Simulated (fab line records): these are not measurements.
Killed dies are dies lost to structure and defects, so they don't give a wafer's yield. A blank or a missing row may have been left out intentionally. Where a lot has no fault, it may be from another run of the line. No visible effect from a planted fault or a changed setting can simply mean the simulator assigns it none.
Comparing a struck lot with a sound one	flow sky130	37 out of 708 route steps
Sound: the wafers L209.2, L209.3, L209.6. Wafers struck: L198.2, L198.3, L198.4. The cause is named last.
Order at every step that has rows: each side's tool, ch and its chambers, its first start. Under that, the readings that differ: sound wafers	struck wafers	difference of the means	sigmas: that difference in standard deviations of wafers without a fault.
alike: same words and numbers on both sides, and readings whose means sit less than 2 such deviations apart. not compared: any withheld reading, any reading some wafer has no value for, any bound like >300 that may hide the same value, and any number with overlapping values for which the record gives no deviation.
The two part at a step that has a row with sigmas, a row that says differs or no value, or rows on one side only. Non-overlapping numbers with no deviation appear without sigmas and do not part them. A reading missing from all wafers of one side parts the sides only when that side holds two or more wafers.

first, 9 steps without rows for these wafers: SKY_VIA2_SPUTTER_20 (material TiN, target thk 20 nm, time 80 s); SKY_VIA2_CVD_21 (deposits W, target thk 420 nm, time 126.4 s); SKY_VIA2_CMP_24 (polishes, stops on SiO2, t overpolish 20 s, target thk 0 nm); SKY_METAL3_SPUTTER_00 (material Ti, target thk 15 nm, time 10 s); SKY_METAL3_SPUTTER_01 (material TiN, target thk 20 nm, time 16.7 s); SKY_METAL3_SPUTTER_02 (material AlCu, target thk 735 nm, time 39.1 s); SKY_METAL3_SPUTTER_03 (material Ti, target thk 5 nm, time 3.3 s); SKY_METAL3_SPUTTER_04 (material TiN, target thk 70 nm, time 58.3 s); SKY_CAPM_CVD_00 (deposits SiO2, target thk 15.5 nm).
SKY_CAPM_SPUTTER_02: material TiN, target thk 200 nm, time 166.7 s.
  sound on pvd sputter-01 at day 43 02:41; struck on pvd sputter-02 at day 40 07:07
reading	sound	struck	difference	sigmas
model.TiN_of_CAPM_SPUTTER_02.thk nm (nm)	200.3 202.3 197.7	144 143.2 145.5	-56	
  alike: cathode dc power W, susceptor temp C, throttle valve pct
SKY_CAPM_RS_MEAS_03: a four-point-probe measurement.
  sound on film metro-03 at day 43 02:49; struck on film metro-03 at day 40 07:37
reading	sound	struck	difference	sigmas
CAPM_TIN_RS (ohm/sq)	6.89 6.82 7.00	9.67 9.74 9.58	+2.76	+31
  not compared: hold
SKY_CAPM_THK_MEAS_04: measures by xrf.
  sound on film metro-03 at day 43 02:55; struck on film metro-03 at day 40 09:30
reading	sound	struck	difference	sigmas
CAPM_TIN_THK (nm)	200.5 203.5 198.4	143.2 142.0 143.9	-57.8	-20
  not compared: hold
then, 6 steps without rows for these wafers: SKY_CAPM_HMDS_06 (prime time 60 s); SKY_CAPM_COAT_07 (resist thk 1140 nm); SKY_CAPM_SOFTBAKE_08 (time 60 s); SKY_CAPM_EXPOSE_09 (exposes mask CAPM, target cd 1000 nm); SKY_CAPM_PEB_10; SKY_CAPM_DEVELOP_11 (develop time 60 s).
SKY_CAPM_METAL_ETCH_13: etches TiN in Cl2/BCl3, stops on SiO2, target depth 220 nm, time 62.9 s.
  sound on rie metal-04 ch 1, day 44 02:18; struck on rie metal-03 ch 0,1, day 41 07:24
reading	sound	struck	difference	sigmas
oes product au (a.u.)	0.943 0.945 0.938	0.781 0.785 0.780	-0.160	-18
throttle valve pct (%)	21.926 21.900 21.898	22.002 22.006 22.004	+0.096	+10
  alike: bcl3 flow sccm, drypump motor current A
  not compared: rf hours counter h
then, 16 steps without rows for these wafers: SKY_CAPM_STRIP_14 (strips in O2/N2); SKY_CAPM_STRIP_15 (strips in post etch residue remover, time 1200 s); SKY_CAPM_CLEAN_16 (cleans in IPA, time 180 s); SKY_CAPM_CLEAN_17 (cleans in O3/DIW); SKY_METAL3_DEHYDRATE_05 (time 60 s); SKY_METAL3_HMDS_06 (prime time 60 s); SKY_METAL3_COAT_07 (resist thk 60 nm); SKY_METAL3_COAT_08 (resist thk 1140 nm); SKY_METAL3_SOFTBAKE_09 (time 90 s); SKY_METAL3_EXPOSE_10 (exposes mask MM3, target cd 300 nm); SKY_METAL3_PEB_11; SKY_METAL3_DEVELOP_12 (develop time 60 s); SKY_METAL3_DESCUM_15 (chemistry O2, time 8 s); SKY_METAL3_ETCH_16 (etches BARC in N2/H2, stops on SiO2, time 88.2 s, target depth 60 nm); SKY_METAL3_ETCH_17 (etches SiO2 in C4F8/O2/Ar, stops on TiN, time 3.9 s, target depth 15 nm); SKY_METAL3_METAL_ETCH_18 (etches the open film in Cl2/BCl3, stops on SiO2, target depth 845 nm, time 183.1 s).
SKY_METAL3_STRIP_20: strips in post etch residue remover, time 1200 s.
  sound on wet bench-03 ch 3, day 45 01:19; struck on wet bench-02 ch 3, day 42 08:43
reading	sound	struck	difference	sigmas
model.TiN_of_CAPM_SPUTTER_02.thk nm (nm)	199.5 201.4 196.9	143.2 142.4 144.6	-55.9	
  alike: bath guard temp C
-- the record jumps here: 7 days lie between the struck wafers' starts before and after (it left off in module METAL3 and takes up again in module PAD_OPEN, whose first step shown is number 708 of the route) --
SKY_PAD_OPEN_PROBE_99:
  sound on prober-01 at day 50 23:43; struck on prober-02 at day 48 21:28
reading	sound	struck	difference	sigmas
model.etest.cap mim.plate ohm sq	5.948 5.954 6.026	8.315 8.412 8.26	+2.353	
model.etest.cap mim.bv v (V)	14.49 14.59 14.58	12.65 11.89 12.57	-2.18	
model.etest.cap mim.leak log10 a cm2	-9.072 -8.949 -9.235	-8.262 -7.975 -8.248	+0.924	
  alike: defect limited yield, killed_at_M0_to_M3, killed_at_M4_up, killed at contacts, killed at front end, killed at other, killed dies, killed open, killed short, sort_bin_3_pad_short, sort_bin_5_function, sort_bin_6_memory, sort n pass, sort yield pct

## WHERE THEY PART
At SKY_CAPM_RS_MEAS_03 first; at SKY_CAPM_METAL_ETCH_13 last (within this record only). Later steps at which nothing parts them and some readings are alike: SKY_METAL3_STRIP_20, SKY_PAD_OPEN_PROBE_99.

WHY: what had been put in by the simulator
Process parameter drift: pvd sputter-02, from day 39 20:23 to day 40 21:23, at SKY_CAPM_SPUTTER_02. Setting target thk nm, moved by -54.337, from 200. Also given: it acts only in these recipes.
